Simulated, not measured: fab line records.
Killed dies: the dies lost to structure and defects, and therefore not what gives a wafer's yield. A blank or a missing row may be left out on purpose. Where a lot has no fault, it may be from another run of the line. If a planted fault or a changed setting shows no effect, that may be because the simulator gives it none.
A single fault, viewed from 2 desks | flow sky130 | each desk holds nothing but its own numbers, with what lay behind them at the end

AT THE TOOL OWNER'S DESK: implanter-04
The tool's own readings at SKY_LDD_N_IMPLANT_09: means of the sampled wafers that have a number, for each lot that ran on this tool. Marked OUT: a lot whose mean sits more than 4 standard deviations from the usual mean, which makes it out of limits; the brackets give that distance.
Columns: A = beam_energy_keV at SKY_LDD_N_IMPLANT_09, usual 19.999; B = beam_on_s at SKY_LDD_N_IMPLANT_09, usual 9.99 s; C = dose_ions_cm2 at SKY_LDD_N_IMPLANT_09, usual 7.5e+13; D = faraday_current_uA at SKY_LDD_N_IMPLANT_09, usual 423
lot  | first seen here | A                        | B     | C       | D
L169 | day 19 23:47    | 19.998                   | 9.81  | 7.5e+13 | 430
L172 | day 20 15:13    | 20.000                   | 9.99  | 7.5e+13 | 424
L173 | day 21 12:16    | 20.002                   | 9.85  | 7.5e+13 | 431
L176 | day 22 06:24    | 16.825 (-99 or more) OUT | 10.60 | 7.5e+13 | 399
L177 | day 22 09:49    | 16.814 (-99 or more) OUT | 10.49 | 7.5e+13 | 404
This desk's verdict: out of limits on L176, L177, starting with L176 at day 22 06:24 (beam_energy_keV at SKY_LDD_N_IMPLANT_09). L169, L172, L173: within limits.

METROLOGY DESK
Lot by lot, what the gauges showed, no matter which tool ran the lot: averages of those sampled wafers that carry a number. Marked OUT: a lot whose mean sits more than 4 standard deviations from the usual mean, which makes it out of limits; the brackets give that distance.
Columns: A = SONOS_ONO_OXIDATION_THK at SKY_SONOS_ONO_THK_MEAS_01, usual 2.58 nm; B = GATE_OXIDE_TW at SKY_GATE_OXIDE_TW_MEAS_14, usual 223.9; C = POLY_GATE_CVD_03_THK at SKY_POLY_GATE_THK_MEAS_04, usual 74.6 nm
lot  | first seen here | A    | B     | C
L165 | day 11 22:11    | 2.52 | 225.6 | 73.4
L167 | day 12 15:04    | 2.51 | 222.0 | 74.8
L168 | day 12 20:58    | 2.53 | 221.0 | 74.8
L169 | day 13 08:06    | 2.58 | 222.3 | 75.1
L171 | day 13 17:54    | 2.54 | 221.8 | 74.0
L172 | day 14 01:47    | 2.57 | 225.8 | 74.1
L173 | day 14 10:31    | 2.50 | 224.1 | 75.5
L174 | day 14 16:55    | 2.54 | 222.2 | 74.8
L175 | day 15 03:38    | 2.61 | 224.3 | 74.6
L176 | day 15 14:34    | 2.62 | 221.5 | 75.3
L177 | day 15 18:29    | 2.60 | 225.0 | 75.4
L180 | day 17 09:20    | 2.64 | 227.0 | 74.4
L186 | day 18 17:47    | 2.62 | 226.6 | 74.6
This desk's finding: nothing out of limits on any of the 13 lots.

TAKEN TOGETHER
An alarm could have come from the tool owner's desk at day 22 06:24, on L176, L177.
At the metrology desk, nothing out of limits was observed.
The metrology desk holds a record of L176, L177, inside its limits.
SKY_LDD_N_IMPLANT_09 was run on implanter-04 by each of the lots named.

WHAT HAD BEEN PUT IN BY THE SIMULATOR
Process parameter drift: implanter-04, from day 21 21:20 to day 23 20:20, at SKY_LDD_N_IMPLANT_09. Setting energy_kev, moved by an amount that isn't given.
Shown lots that were struck: L176, L177.
Each desk's first reading out of limits, in hours after the fault started: the tool owner's desk, 9.
